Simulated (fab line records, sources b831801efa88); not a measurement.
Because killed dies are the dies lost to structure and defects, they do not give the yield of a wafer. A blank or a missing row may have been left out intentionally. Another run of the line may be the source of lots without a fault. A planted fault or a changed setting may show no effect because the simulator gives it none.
Matching of chambers / flow gf180mcu / GF_PASSIVATION_CVD_02 on pecvd-02 has 3 sister chambers
The step deposits Si3N4, target thk 700 nm, time 486.18 s. 6 wafers are shown with their chamber, then 8 later ones without.

## WAFERS PAIRED WITH THEIR CHAMBERS
wafer=L137.3; chamber=0; heater_power_w (W)=771
wafer=L151.1; chamber=1; heater_power_w (W)=928
wafer=L156.1; chamber=1; heater_power_w (W)=852
wafer=L156.3; chamber=0; heater_power_w (W)=759
wafer=L156.4; chamber=2; heater_power_w (W)=712
wafer=L157.1; chamber=2; heater_power_w (W)=707

## WAFERS WITHOUT THEIR CHAMBER
wafer=L157.5; heater_power_w (W)=720
wafer=L157.6; heater_power_w (W)=582
wafer=L159.3; heater_power_w (W)=732
wafer=L159.4; heater_power_w (W)=779
wafer=L159.6; heater_power_w (W)=679
wafer=L160.1; heater_power_w (W)=603
wafer=L160.2; heater_power_w (W)=703
wafer=L160.6; heater_power_w (W)=645

## WHICH CHAMBER EACH WENT THROUGH
wafer=L157.5; from the rows above=can't be placed: 2 or 0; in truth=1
wafer=L157.6; from the rows above=can't be placed: 2 or 0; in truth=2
wafer=L159.3; from the rows above=can't be placed: 2 or 0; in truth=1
wafer=L159.4; from the rows above=can't be placed: 0 or 2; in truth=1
wafer=L159.6; from the rows above=can't be placed: 2 or 0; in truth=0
wafer=L160.1; from the rows above=can't be placed: 2 or 0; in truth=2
wafer=L160.2; from the rows above=can't be placed: 2 or 0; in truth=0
wafer=L160.6; from the rows above=can't be placed: 2 or 0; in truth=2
Correctly placed: 0 of 8. Not placeable from these rows: 8 (in 5, the candidates include the true chamber). Number placed wrongly: 0.
How it was worked out, from the rows above alone: a wafer's distance from a chamber is the root of the sum, over the readings, of the square of ((its reading less the chamber's mean) divided by the reading's scatter). If the next closest chamber is less than 2 further off than the closest, the wafer can't be placed; otherwise it belongs to the closest. Each chamber's mean is taken over the wafers shown for it. How the scatter is found: for the shown wafers, subtract from each reading the mean of its chamber, square and add these, divide the total by (wafers less chambers), then take the root.
